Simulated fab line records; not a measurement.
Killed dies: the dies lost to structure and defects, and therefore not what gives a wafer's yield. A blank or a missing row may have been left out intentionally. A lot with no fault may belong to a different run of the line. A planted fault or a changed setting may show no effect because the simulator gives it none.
Which of the tools did it? + flow gf180mcu + Sampling: 13 lots, 39 wafers, 2 of 602 route steps

## WHAT THE GAUGES SHOWED, per wafer
GF_M5_CD_MEAS_07 targets a cd of 280 nm.
| lot  | measured     | on        | cd-nm (nm)        |
|------|--------------|-----------|-------------------|
| L881 | day 26 03:49 | cd-sem-01 | 280.0 279.9 279.4 |
| L882 | day 26 19:29 | cd-sem-01 | 281.1 281.3 281.7 |
| L883 | day 27 00:20 | cd-sem-01 | 278.8 279.0 278.9 |
| L885 | day 27 14:17 | cd-sem-01 | 281.0 281.2 279.5 |
| L895 | day 30 17:34 | cd-sem-02 | 279.3 280.4 280.6 |
| L897 | day 31 04:11 | cd-sem-02 | 279.7 280.1 279.3 |
| L898 | day 31 11:56 | cd-sem-02 | 279.6 278.9 277.9 |
| L899 | day 31 18:26 | cd-sem-01 | 279.1 279.9 279.7 |
| L900 | day 32 05:04 | cd-sem-02 | 281.2 282.2 282.0 |
| L901 | day 32 06:41 | cd-sem-02 | 279.7 278.7 278.9 |
| L902 | day 32 09:07 | cd-sem-01 | 279.7 279.6 278.9 |
| L903 | day 32 19:26 | cd-sem-02 | 281.1 279.7 280.3 |
| L904 | day 33 02:29 | cd-sem-01 | 280.3 279.1 279.9 |

GF_M5_OVL_MEAS_08.
| lot  | measured     | on         | M5_OVL (nm) |
|------|--------------|------------|-------------|
| L881 | day 26 03:55 | overlay-01 | 8 5 1       |
| L882 | day 26 19:34 | overlay-02 | 7 5 1       |
| L883 | day 27 00:27 | overlay-01 | -6 -4 -9    |
| L885 | day 27 14:23 | overlay-02 | -8 -2 -4    |
| L895 | day 30 17:41 | overlay-02 | 2 1 2       |
| L897 | day 31 04:18 | overlay-01 | 3 -6 -4     |
| L898 | day 31 12:03 | overlay-02 | -3 0 3      |
| L899 | day 31 18:32 | overlay-01 | -3 -3 1     |
| L900 | day 32 05:11 | overlay-02 | 0 0 -7      |
| L901 | day 32 06:48 | overlay-01 | 5 4 11      |
| L902 | day 32 09:14 | overlay-01 | 8 7 10      |
| L903 | day 32 19:32 | overlay-02 | 5 2 5       |
| L904 | day 33 02:35 | overlay-01 | 9 0 2       |

## TOOL THAT RAN EACH LOT (tool first, then ch and the chambers of the sampled wafers, then the start)
The record shows no process step preceding these readings.

## AS READ BY THE TOOLS THEMSELVES (means over the sampled wafers that have a number; for cases with no such wafer, the mark the record gives instead)
The record holds no such reading with a usual standard deviation.

## THE ANSWER, worked out from the rows above alone
Rule: what is usual is taken from the lots themselves. Put in order of their means at a reading, lots are off if they are a third of the lots or fewer, leave a main group of 4 or more, and stand apart from it by a gap of 3 or more times the standard deviation of the main group's means; of several such gaps the widest counts. A main group whose means are all the same, to the digits that the tables above print for the reading, isn't used. Also off: a lot with no number at a reading for which 4 or more lots have one. All remaining lots with rows at the step are treated as sound. After the gauges, taken in route order, come the tools' own readings; for these a lot's mean is taken, as printed above. The first step at which some lot is off is used, and at that step the reading that is off furthest; a lot without a number counts as furthest.
Nothing can be told from this: no lot is off at any reading shown.

## WHAT WAS PUT IN BY THE SIMULATOR
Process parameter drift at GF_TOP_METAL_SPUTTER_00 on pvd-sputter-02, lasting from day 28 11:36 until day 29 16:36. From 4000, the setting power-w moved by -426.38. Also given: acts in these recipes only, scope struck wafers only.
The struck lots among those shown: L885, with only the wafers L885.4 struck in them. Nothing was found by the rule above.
